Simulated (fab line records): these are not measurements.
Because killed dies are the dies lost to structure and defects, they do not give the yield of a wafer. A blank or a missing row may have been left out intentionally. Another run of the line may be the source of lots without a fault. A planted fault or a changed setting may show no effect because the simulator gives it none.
8D (eight disciplines) problem report, filled in by code -- flow sky130 -- the parts of the form that need people (team, actions taken, sign-off) are left out

== 1. PROBLEM STATEMENT ==
Wafers free of any fault read 2576 (standard deviation 34) for LDD_N_TW at SKY_LDD_N_TW_MEAS_17, against a mean of 2864 on 9 wafers of 3 lots. Measured from the usual mean, that is +8.5 standard deviations.
First observed at day 27 09:15: wafer L156.3, on filmMetro-01. Wafers with a number at this step in the record: 33, from 11 lots. Rule for "out", or "out of limits": more than 4 standard deviations from the usual mean. Any other wafer with a number is counted as sound.

== 2. WHAT IT IS, AND WHAT IT ISN'T ==
question,is,is not
which readings at this step,LDD_N_TW,-
which lots,"L156, L159, L161","L142, L144, L145, L146, L147, L149, L150, L157"
which wafers of those lots,all that have a number,-
read on which gauges,"filmMetro-01, filmMetro-04",filmMetro-02
when,from day 27 09:15,up to then (21 sound wafers); but 3 sound wafers of L157 came after

== 3. WHAT RULES OUT EACH SUSPECT ==
Counting: any tool at a process step up to the reading is kept as a suspect provided that every lot that is out went through it and no sound lot did after the first of them.
- the gauge at SKY_LDD_N_TW_MEAS_17 is ruled out. The wafers that are out were read on 2 gauges (filmMetro-01, filmMetro-04).
- implanter-02 at SKY_LDD_N_IMPLANT_10: kept. All lots that are out passed through it, beginning with L156 at day 27 08:17, and no sound lot followed; its final sound lot before that point was L146 at day 20 12:11. On those wafers its own readings are out: beamOnS, doseIonsCm2, faradayCurrentUA.
The count leaves implanter-02 at SKY_LDD_N_IMPLANT_10.

== 4. THE CAUSE (what the simulator had put in) ==
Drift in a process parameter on implanter-02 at SKY_LDD_N_IMPLANT_10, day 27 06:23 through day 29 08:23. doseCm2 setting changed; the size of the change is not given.
This tool alone remained once counting was done.

== 5. THE CHAIN OF EFFECTS, in route order ==
Each row: a reading whose mean over the struck wafers that have a number lies more than 3 standard deviations from the usual. Only readings whose record carries a usual standard deviation are examined. hours: median over the lots of the time between each lot's start at the first step of this table that gives one and its start at this step. sigmas: the change, counted in usual standard deviations.
hours,step,reading,usual,on struck wafers,change,sigmas
0,SKY_LDD_N_IMPLANT_10,beamOnS,9.97 s,45.13,+35.16,+99 or more
0,SKY_LDD_N_IMPLANT_10,doseIonsCm2,7.499e+13,4.422e+14,+3.672e+14,+99 or more
0,SKY_LDD_N_IMPLANT_10,faradayCurrentUA,424,552,+128,+16
1,SKY_LDD_N_STRIP_16,stripTimeToEndpointS,4.315 s,5.201,+0.886,+59
1,SKY_LDD_N_TW_MEAS_17,LDD_N_TW,2576,2864,+288,+8.5
It contains these process steps:
- SKY_LDD_N_IMPLANT_10
- SKY_LDD_N_STRIP_16: strips in O2/N2.

== 6. WHAT WOULD HAVE CAUGHT IT SOONER ==
In this record the first reading out of limits at a measuring or inspecting step was taken at day 27 09:15, 3 hours after the fault began at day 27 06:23.
The tool's own readings at SKY_LDD_N_IMPLANT_10 were out on every struck wafer that the step has a row for (beamOnS, doseIonsCm2, faradayCurrentUA): an alarm limit on them would have fired on the first of those.
L159, L161, from the lots that are out (3), started SKY_LDD_N_IMPLANT_10 on implanter-02 later than day 27 09:15. A hold on the tool at that time would have spared those 2.
